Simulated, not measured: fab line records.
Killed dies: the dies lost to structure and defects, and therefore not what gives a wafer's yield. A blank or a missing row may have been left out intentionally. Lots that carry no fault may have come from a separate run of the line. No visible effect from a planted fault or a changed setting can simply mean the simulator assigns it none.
Struck lot and sound lot, side by side / flow sky130 / 15 steps out of a route of 708
Sound: these wafers, L942.1, L942.2, L942.6. Wafers struck: L938.1, L938.3, L938.4. At the end, the cause is stated.
Each step with rows lists, per side, the tool, then ch with its chambers, then its first start. Under that, the readings that differ: sound wafers / struck wafers / difference of the means / sigmas: that difference in standard deviations of wafers without a fault.
alike: a reading whose means differ by less than 2 such deviations, as well as words and numbers matching on both sides. not compared: withheld readings; readings where some wafer has no value; bounds like >300 that might hide an equal value; numbers whose values overlap and for which the record gives no deviation.
Wherever a step has rows on one side only, a row that says differs or no value, or a row with sigmas, the two part there. Numbers that don't overlap but have no deviation are shown without sigmas and don't part them. A reading that every wafer of one side lacks parts them only if that side has two wafers or more.

first, 2 steps without rows for these wafers: SKY_NWELL_PEB_08; SKY_NWELL_DEVELOP_09 (develop time 60 s).
SKY_NWELL_OVL_MEAS_10:
  sound: overlay-01 at day 7 13:53; struck: overlay-02 at day 6 10:32
  alike: NWELL_00_OVL
then, 3 steps without rows for these wafers: SKY_NWELL_IMPLANT_11; SKY_NWELL_IMPLANT_12; SKY_NWELL_IMPLANT_13.
SKY_NWELL_STRIP_14: strips in O2/N2.
  sound on plasma-asher-03 ch 0,1, day 7 14:22; struck on plasma-asher-02 ch 0,1, day 6 11:01
  alike: drypump-motor-current-A, oes-product-au, strip-time-to-endpoint-s
  not compared: rf-hours-counter-h
SKY_NWELL_TW_MEAS_15:
  sound: film-metro-01 at day 7 14:28; struck: film-metro-02 at day 6 11:07
  alike: NWELL_TW
then, 4 steps without rows for these wafers: SKY_NWELL_DEHYDRATE_16 (time 60 s); SKY_NWELL_HMDS_17 (prime time 60 s); SKY_NWELL_COAT_18 (resist thk 3000 nm); SKY_NWELL_SOFTBAKE_19.
SKY_NWELL_EXPOSE_20: exposes mask NWM COMPLEMENT, target cd 840 nm.
  sound on iline-stepper-02 ch 0, day 7 23:34; struck on iline-stepper-02 ch 0, day 6 21:40
reading=mask; sound=NWM_COMPLEMENT#0 NWM_COMPLEMENT#0 NWM_COMPLEMENT#0; struck=NWM_COMPLEMENT_R1#0 NWM_COMPLEMENT_R1#0 NWM_COMPLEMENT_R1#0; difference=differs; sigmas=
next, for these wafers, 1 step has no rows: SKY_NWELL_PEB_21.
-- the record jumps here: 41 days lie between the struck wafers' starts before and after (it left off in module NWELL and takes up again in module PAD_OPEN, whose first step shown is number 708 of the route) --
SKY_PAD_OPEN_PROBE_99:
  sound: prober-01 at day 49 03:15; struck: prober-02 at day 47 21:16
reading=killed-at-contacts; sound=29 29 31; struck=21 15 16; difference=-12; sigmas=-2
reading=model.etest.pfet_16v.r-on-ohm-um; sound=1.558e+04 1.548e+04 1.534e+04; struck=1.613e+04 1.572e+04 1.567e+04; difference=+3.733e+02; sigmas=
reading=model.etest.nfet_16v.r-on-ohm-um; sound=1.411e+04 1.392e+04 1.404e+04; struck=1.346e+04 1.352e+04 1.349e+04; difference=-5.333e+02; sigmas=
reading=model.etest.res-iso-pwell.width-nm (nm); sound=2665 2637 2655; struck=2558 2552 2556; difference=-97; sigmas=
reading=model.etest.res-nwell.width-nm (nm); sound=840.1 834.5 840; struck=876.2 871 867.6; difference=+33.4; sigmas=
reading=model.etest.pfet_16v.drive-ua-um; sound=236.6 239.7 236.9; struck=227 229.7 231.2; difference=-8; sigmas=
  alike: killed_at_M0_to_M3, killed_at_M4_up, killed-at-front-end, killed-at-other, killed-dies, killed-open, killed-short

WHERE THEY PART
At SKY_NWELL_EXPOSE_20 first; at SKY_PAD_OPEN_PROBE_99 last (within this record only).

WHY: whatever the simulator had introduced
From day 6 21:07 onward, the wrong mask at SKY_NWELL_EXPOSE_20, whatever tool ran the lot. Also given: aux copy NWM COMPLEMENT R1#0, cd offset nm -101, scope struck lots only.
